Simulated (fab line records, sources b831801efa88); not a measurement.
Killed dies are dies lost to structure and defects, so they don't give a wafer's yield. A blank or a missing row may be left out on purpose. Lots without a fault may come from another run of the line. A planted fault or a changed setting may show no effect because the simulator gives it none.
Which tool did it? | flow gf180mcu | 24 lots, 72 wafers sampled, at 4 steps of a route of 602

WHAT THE GAUGES READ, wafer by wafer
GF_V5_THK_MEAS_03.
lot  | measured     | on            | V5_CVD_02_THK (nm)
L074 | day 26 13:51 | film_metro-01 | 1463 1438 1473
L075 | day 26 14:33 | film_metro-01 | 1418 1447 1447
L076 | day 26 22:33 | film_metro-03 | 1421 1409 1424
L077 | day 27 06:57 | film_metro-02 | 1433 1456 1443
L078 | day 27 15:01 | film_metro-01 | 1426 1491 1450
L080 | day 28 10:37 | film_metro-03 | 1376 1436 1418
L079 | day 28 11:43 | film_metro-02 | 1423 1465 1433
L081 | day 28 18:02 | film_metro-01 | 1437 1435 1465
L082 | day 28 21:30 | film_metro-03 | 1487 1430 1445
L083 | day 29 12:32 | film_metro-01 | 1469 1452 1485
L084 | day 29 17:44 | film_metro-03 | 1433 1461 1437
L085 | day 30 00:39 | film_metro-03 | 1410 1432 1444
L086 | day 30 07:28 | film_metro-01 | 1429 1456 1436
L087 | day 30 15:52 | film_metro-03 | 1416 1446 1449
L088 | day 30 17:36 | film_metro-01 | 1429 1443 1460
L089 | day 31 04:55 | film_metro-02 | 1450 1465 1452
L090 | day 31 14:59 | film_metro-02 | 1454 1470 1446
L091 | day 31 20:01 | film_metro-01 | 1448 1441 1452
L092 | day 32 00:20 | film_metro-01 | 1421 1469 1487
L094 | day 32 04:07 | film_metro-01 | 1409 1424 1441
L093 | day 32 08:54 | film_metro-03 | 1428 1420 1427
L095 | day 32 12:37 | film_metro-01 | 1444 1456 1439
L096 | day 32 21:21 | film_metro-01 | 1415 1457 1474
L097 | day 32 23:43 | film_metro-01 | 1443 1456 1484

GF_V5_BOW_MEAS_05.
lot  | measured     | on            | V5_BOW (um)
L074 | day 26 14:13 | film_metro-02 | 150 139 141
L075 | day 26 14:55 | film_metro-03 | 134 137 137
L076 | day 26 22:55 | film_metro-01 | 131 125 130
L077 | day 27 07:20 | film_metro-02 | 123 144 132
L078 | day 27 15:26 | film_metro-03 | 131 144 142
L080 | day 28 11:11 | film_metro-01 | 130 128 127
L079 | day 28 12:05 | film_metro-03 | 125 134 128
L081 | day 28 18:25 | film_metro-02 | 123 136 140
L082 | day 28 21:52 | film_metro-02 | 133 132 129
L083 | day 29 12:55 | film_metro-02 | 135 140 147
L084 | day 29 18:07 | film_metro-03 | 137 135 138
L085 | day 30 01:03 | film_metro-02 | 134 125 112
L086 | day 30 07:49 | film_metro-01 | 119 125 121
L087 | day 30 16:13 | film_metro-03 | 136 120 126
L088 | day 30 17:59 | film_metro-02 | 145 141 139
L089 | day 31 05:17 | film_metro-02 | 131 134 142
L090 | day 31 15:22 | film_metro-03 | 134 130 143
L091 | day 31 20:24 | film_metro-01 | 134 135 126
L092 | day 32 00:58 | film_metro-01 | 122 125 123
L094 | day 32 04:34 | film_metro-03 | 149 131 146
L093 | day 32 09:39 | film_metro-01 | 145 133 147
L095 | day 32 12:59 | film_metro-01 | 134 124 131
L096 | day 32 21:43 | film_metro-03 | 136 145 141
L097 | day 33 00:04 | film_metro-03 | 141 131 125

GF_V5_CD_MEAS_14: target cd 260 nm.
lot  | measured     | on        | cd_nm (nm)
L074 | day 27 10:35 | cd_sem-02 | 259.6 261.2 260.5
L075 | day 27 10:56 | cd_sem-01 | 261.2 260.5 259.9
L076 | day 27 19:13 | cd_sem-02 | 260.6 260.9 259.8
L077 | day 28 03:06 | cd_sem-01 | 261.4 261.1 260.2
L078 | day 28 11:21 | cd_sem-01 | 259.7 259.5 259.4
L080 | day 29 06:07 | cd_sem-02 | 259.1 260.1 260.3
L079 | day 29 07:06 | cd_sem-01 | 259.8 259.2 260.0
L081 | day 29 13:57 | cd_sem-01 | 259.4 259.2 260.0
L082 | day 29 16:47 | cd_sem-02 | 257.4 258.1 257.0
L083 | day 30 07:04 | cd_sem-02 | 259.7 260.2 260.4
L084 | day 30 12:10 | cd_sem-02 | 259.0 260.1 259.6
L085 | day 30 19:35 | cd_sem-02 | 259.3 258.2 258.1
L086 | day 31 02:07 | cd_sem-02 | 260.6 261.2 262.2
L087 | day 31 09:46 | cd_sem-01 | 259.1 260.1 258.8
L088 | day 31 11:22 | cd_sem-01 | 257.6 258.8 259.6
L089 | day 31 22:32 | cd_sem-02 | 260.4 259.5 260.1
L090 | day 32 08:18 | cd_sem-01 | 259.8 258.0 258.5
L091 | day 32 12:59 | cd_sem-02 | 258.5 259.1 258.6
L092 | day 32 17:45 | cd_sem-01 | 263.0 261.4 260.8
L094 | day 32 20:59 | cd_sem-01 | 259.6 261.0 260.3
L093 | day 33 01:41 | cd_sem-02 | 260.9 261.5 260.9
L095 | day 33 05:15 | cd_sem-01 | 262.3 262.3 262.2
L096 | day 33 14:07 | cd_sem-02 | 259.0 259.6 259.3
L097 | day 33 15:49 | cd_sem-01 | 261.2 260.8 261.6

WHICH TOOL RAN EACH LOT (tool, then ch and the chambers of the sampled wafers, then the start)
lot  | GF_V5_CVD_02
L074 | pecvd-02 ch 0,1,2, day 26 13:44
L075 | pecvd-01 ch 0,2, day 26 14:26
L076 | pecvd-01 ch 0,1,2, day 26 22:26
L077 | pecvd-04 ch 0,1,2, day 27 06:49
L078 | pecvd-02 ch 0,2, day 27 14:54
L080 | pecvd-01 ch 0,1,2, day 28 10:30
L079 | pecvd-04 ch 1,2, day 28 11:37
L081 | pecvd-02 ch 1,2, day 28 17:55
L082 | pecvd-02 ch 0,1,2, day 28 21:23
L083 | pecvd-02 ch 0,2, day 29 12:25
L084 | pecvd-02 ch 0,1, day 29 17:37
L085 | pecvd-04 ch 0,2, day 30 00:33
L086 | pecvd-04 ch 0,1,2, day 30 07:22
L087 | pecvd-04 ch 0,1,2, day 30 15:45
L088 | pecvd-02 ch 1,2, day 30 17:28
L089 | pecvd-02 ch 0,2, day 31 04:49
L090 | pecvd-01 ch 0,1, day 31 14:52
L091 | pecvd-04 ch 0,1,2, day 31 19:56
L092 | pecvd-02 ch 0,2, day 32 00:12
L094 | pecvd-01 ch 0,1,2, day 32 03:59
L093 | pecvd-01 ch 1,2, day 32 08:47
L095 | pecvd-01 ch 0,2, day 32 12:29
L096 | pecvd-02 ch 0,1,2, day 32 21:14
L097 | pecvd-02 ch 0,2, day 32 23:36
- GF_V5_CVD_02: deposits SiO2 from TEOS, target thk 1450 nm, time 163.28 s.

WHAT THE TOOLS THEMSELVES READ (means of the sampled wafers that have a number; where no wafer has one, the mark that the record gives instead)
GF_V5_CVD_02.
lot  | tool     | heater_power_w (W)
L074 | pecvd-02 | 549
L075 | pecvd-01 | 598
L076 | pecvd-01 | 689
L077 | pecvd-04 | 632
L078 | pecvd-02 | 593
L080 | pecvd-01 | 686
L079 | pecvd-04 | 596
L081 | pecvd-02 | 646
L082 | pecvd-02 | 619
L083 | pecvd-02 | 609
L084 | pecvd-02 | 592
L085 | pecvd-04 | 578
L086 | pecvd-04 | 641
L087 | pecvd-04 | 642
L088 | pecvd-02 | 609
L089 | pecvd-02 | 573
L090 | pecvd-01 | 645
L091 | pecvd-04 | 591
L092 | pecvd-02 | 602
L094 | pecvd-01 | 618
L093 | pecvd-01 | 707
L095 | pecvd-01 | 587
L096 | pecvd-02 | 640
L097 | pecvd-02 | 645

THE ANSWER, worked out from the rows above alone
Rule: what is usual is taken from the lots themselves. Put in order of their means at a reading, lots are off if they are a third of the lots or fewer, leave a main group of 4 or more, and stand apart from it by a gap of 3 or more times the standard deviation of the main group's means; of several such gaps the widest counts. A main group whose means are all the same, to the digits that the tables above print for the reading, isn't used. A lot without any number at a reading at which 4 lots or more have one is off too. The other lots that the step has rows for count as sound. The gauges are gone through in route order, then the tools' own readings, and for those a lot's mean is taken as printed above. The first step at which some lot is off is used, and at that step the reading that is off furthest; a lot without a number counts as furthest.
No lot is off at any reading shown: from this, nothing can be told.

WHAT THE SIMULATOR HAD PUT IN
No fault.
